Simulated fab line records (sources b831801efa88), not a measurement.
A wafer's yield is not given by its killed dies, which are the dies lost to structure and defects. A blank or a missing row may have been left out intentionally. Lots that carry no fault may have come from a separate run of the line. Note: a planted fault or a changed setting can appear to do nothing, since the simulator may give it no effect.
Which tool was responsible? ; flow sky130 ; 36 wafers from 12 lots sampled at 6 of the route's 708 steps

## WHAT THE GAUGES SHOWED, per wafer
SKY_LI_CONTACT_RS_MEAS_22: the measuring method here is four-point-probe. Usual: LI_CONTACT_W_RS typically reads 0.284 ohm/sq, with standard deviation 0.0053.
lot;measured;on;LI_CONTACT_W_RS (ohm/sq);flag
L789;day 29 04:24;film-metro-01;0.284 0.279 0.283;
L792;day 30 06:20;film-metro-02;0.294 0.293 0.282;
L793;day 30 23:05;film-metro-03;0.284 0.284 0.287;
L799;day 32 21:46;film-metro-01;25.289 25.473 25.284;OFF
L800;day 33 06:43;film-metro-01;25.050 24.946 24.964;OFF
L801;day 33 08:24;film-metro-01;0.281 0.282 0.281;
L802;day 33 15:01;film-metro-01;0.285 0.293 0.284;
L805;day 35 10:13;film-metro-03;0.288 0.289 0.285;
L807;day 35 11:29;film-metro-03;0.274 0.278 0.291;
L808;day 35 13:14;film-metro-01;0.272 0.271 0.271;
L809;day 35 18:25;film-metro-03;0.288 0.277 0.274;
L810;day 36 09:14;film-metro-01;0.285 0.282 0.287;

SKY_LI_CONTACT_THK_MEAS_23: measures by xrf. Usual: LI_CONTACT_W_THK typically reads 410 nm, with standard deviation 9.2.
lot;measured;on;LI_CONTACT_W_THK (nm);flag
L789;day 29 04:30;film-metro-01;406 411 407;
L792;day 30 06:27;film-metro-02;400 401 420;
L793;day 30 23:13;film-metro-03;411 414 412;
L799;day 32 21:53;film-metro-01;<0 - <0;OFF
L800;day 33 06:50;film-metro-01;<0 <0 <0;OFF
L801;day 33 08:29;film-metro-01;410 409 413;
L802;day 33 15:07;film-metro-01;401 395 404;
L805;day 35 10:20;film-metro-03;406 406 412;
L807;day 35 11:35;film-metro-03;426 421 403;
L808;day 35 13:20;film-metro-01;421 425 424;
L809;day 35 18:31;film-metro-03;407 421 431;
L810;day 36 09:21;film-metro-01;406 412 404;

SKY_LOCAL_INTERCONNECT_RS_MEAS_01: the measuring method here is four-point-probe. Usual: LOCAL_INTERCONNECT_TIN_RS typically reads 14.22 ohm/sq, with standard deviation 0.21.
lot;measured;on;LOCAL_INTERCONNECT_TIN_RS (ohm/sq);flag
L789;day 29 04:59;film-metro-01;13.78 13.92 13.75;
L792;day 30 06:53;film-metro-01;14.62 14.30 14.24;
L793;day 30 23:38;film-metro-04;14.20 14.15 14.47;
L801;day 33 08:56;film-metro-04;14.36 14.34 14.32;
L802;day 33 15:33;film-metro-02;14.31 14.44 14.47;
L805;day 35 10:46;film-metro-04;13.96 13.78 13.92;
L807;day 35 12:01;film-metro-04;14.26 14.14 14.26;
L808;day 35 13:46;film-metro-01;14.26 14.20 14.14;
L809;day 35 18:58;film-metro-04;14.31 14.47 14.76;
L810;day 36 09:46;film-metro-01;14.04 13.77 13.96;

SKY_LOCAL_INTERCONNECT_OVL_MEAS_12. Usual: LOCAL_INTERCONNECT_OVL typically reads 2 nm, with standard deviation 5.
lot;measured;on;LOCAL_INTERCONNECT_OVL (nm);flag
L789;day 30 09:06;overlay-01;-6 -10 -6;
L792;day 31 10:50;overlay-01;14 10 3;
L793;day 32 03:38;overlay-02;-2 8 3;
L801;day 34 11:10;overlay-01;12 3 2;
L802;day 34 17:04;overlay-01;5 13 10;
L805;day 36 13:29;overlay-02;3 -1 4;
L807;day 36 14:14;overlay-01;6 11 3;
L808;day 36 16:10;overlay-02;5 5 4;
L809;day 36 21:12;overlay-02;8 5 4;
L810;day 37 11:44;overlay-02;-2 4 5;

## WHAT TOOL EACH LOT RAN ON (gives the tool, then ch and the chambers of the sampled wafers, and finally the start)
lot;SKY_SD_P_STRIP_10;SKY_LI_CONTACT_CVD_21
L789;plasma-asher-03 ch 0,1, day 25 11:35;cvd-w-01 ch 0,1, day 29 04:16
L792;plasma-asher-01 ch 1, day 26 13:51;cvd-w-02 ch 0,1, day 30 06:12
L793;plasma-asher-01 ch 0,1, day 27 07:39;cvd-w-01 ch 0,1, day 30 22:58
L799;plasma-asher-01 ch 0,1, day 29 07:03;cvd-w-01 ch 1, day 32 21:38
L800;plasma-asher-03 ch 0,1, day 29 16:30;cvd-w-02 ch 0,1, day 33 06:36
L801;plasma-asher-01 ch 0,1, day 29 17:44;cvd-w-01 ch 0,1, day 33 08:16
L802;plasma-asher-01 ch 0,1, day 30 01:58;cvd-w-01 ch 0,1, day 33 14:52
L805;plasma-asher-01 ch 0,1, day 31 22:30;cvd-w-01 ch 0,1, day 35 10:04
L807;plasma-asher-01 ch 0,1, day 31 23:11;cvd-w-02 ch 0,1, day 35 11:22
L808;plasma-asher-04 ch 0,1, day 32 01:40;cvd-w-02 ch 1, day 35 13:05
L809;plasma-asher-01 ch 0,1, day 32 08:23;cvd-w-02 ch 0,1, day 35 18:17
L810;plasma-asher-01 ch 1, day 32 23:07;cvd-w-01 ch 0,1, day 36 09:06
- SKY_SD_P_STRIP_10: strips in O2/N2.
- SKY_LI_CONTACT_CVD_21: deposits W, target thk 400 nm, time 120.56 s.

## WHAT THE TOOLS THEMSELVES READ (means of the sampled wafers that have a number; where no wafer has one, the mark that the record gives instead)
SKY_SD_P_STRIP_10. Usual: drypump-motor-current-A 5.8 A, standard deviation 0.33; oes-product-au 0.617 a.u., standard deviation 0.0043; strip-time-to-endpoint-s 17.49 s, standard deviation 0.04.
lot;tool;drypump-motor-current-A (A);oes-product-au (a.u.);strip-time-to-endpoint-s (s);flag
L789;plasma-asher-03;6.0;0.617;17.52;
L792;plasma-asher-01;5.7;0.617;17.48;
L793;plasma-asher-01;5.8;0.620;17.53;
L799;plasma-asher-01;5.8;0.617;17.46;
L800;plasma-asher-03;6.0;0.619;17.42;
L801;plasma-asher-01;5.7;0.615;17.53;
L802;plasma-asher-01;5.8;0.614;17.49;
L805;plasma-asher-01;5.7;0.615;17.52;
L807;plasma-asher-01;5.7;0.617;17.52;
L808;plasma-asher-04;5.4;0.614;17.50;
L809;plasma-asher-01;5.8;0.616;17.51;
L810;plasma-asher-01;5.6;0.615;17.53;

SKY_LI_CONTACT_CVD_21. Usual: chamber-pressure-Torr 40.00 Torr, standard deviation 0.091; heater-power-outer-w 565 W, standard deviation 51; heater-power-w 909 W, standard deviation 57.
lot;tool;chamber-pressure-Torr (Torr);heater-power-outer-w (W);heater-power-w (W);flag
L789;cvd-w-01;39.95;516;861;
L792;cvd-w-02;40.01;610;965;
L793;cvd-w-01;40.00;516;878;
L799;cvd-w-01;-;-;-;OFF
L800;cvd-w-02;-;-;-;OFF
L801;cvd-w-01;40.01;524;858;
L802;cvd-w-01;39.98;544;883;
L805;cvd-w-01;40.06;546;880;
L807;cvd-w-02;39.98;594;939;
L808;cvd-w-02;39.94;575;930;
L809;cvd-w-02;39.95;594;941;
L810;cvd-w-01;40.11;526;865;

## THE ANSWER, worked out from the rows above alone
Rule: a lot counts as off when the mean over its wafers that have a number is more than 3 standard deviations away from the usual mean. Also off: a lot with no number at a reading for which 4 or more lots have one. The other lots that the step has rows for count as sound. After the gauges, taken in route order, come the tools' own readings; for these a lot's mean is taken, as printed above. At the first step where some lot is off, the reading lying furthest off is the one used; lots without a number count as furthest.
Off: L799, L800, at SKY_LI_CONTACT_RS_MEAS_22 (LI_CONTACT_W_RS).
A tool fits if, at a process step before that reading, it ran every lot that is off, and no sound lot after the first of them. Not tried: the gauges at SKY_LI_CONTACT_RS_MEAS_22; whatever is off there is also off at SKY_LI_CONTACT_CVD_21, on other tools, and gauge error can't account for it. Of those tried, none fits.

## WHAT THE SIMULATOR HAD PUT IN
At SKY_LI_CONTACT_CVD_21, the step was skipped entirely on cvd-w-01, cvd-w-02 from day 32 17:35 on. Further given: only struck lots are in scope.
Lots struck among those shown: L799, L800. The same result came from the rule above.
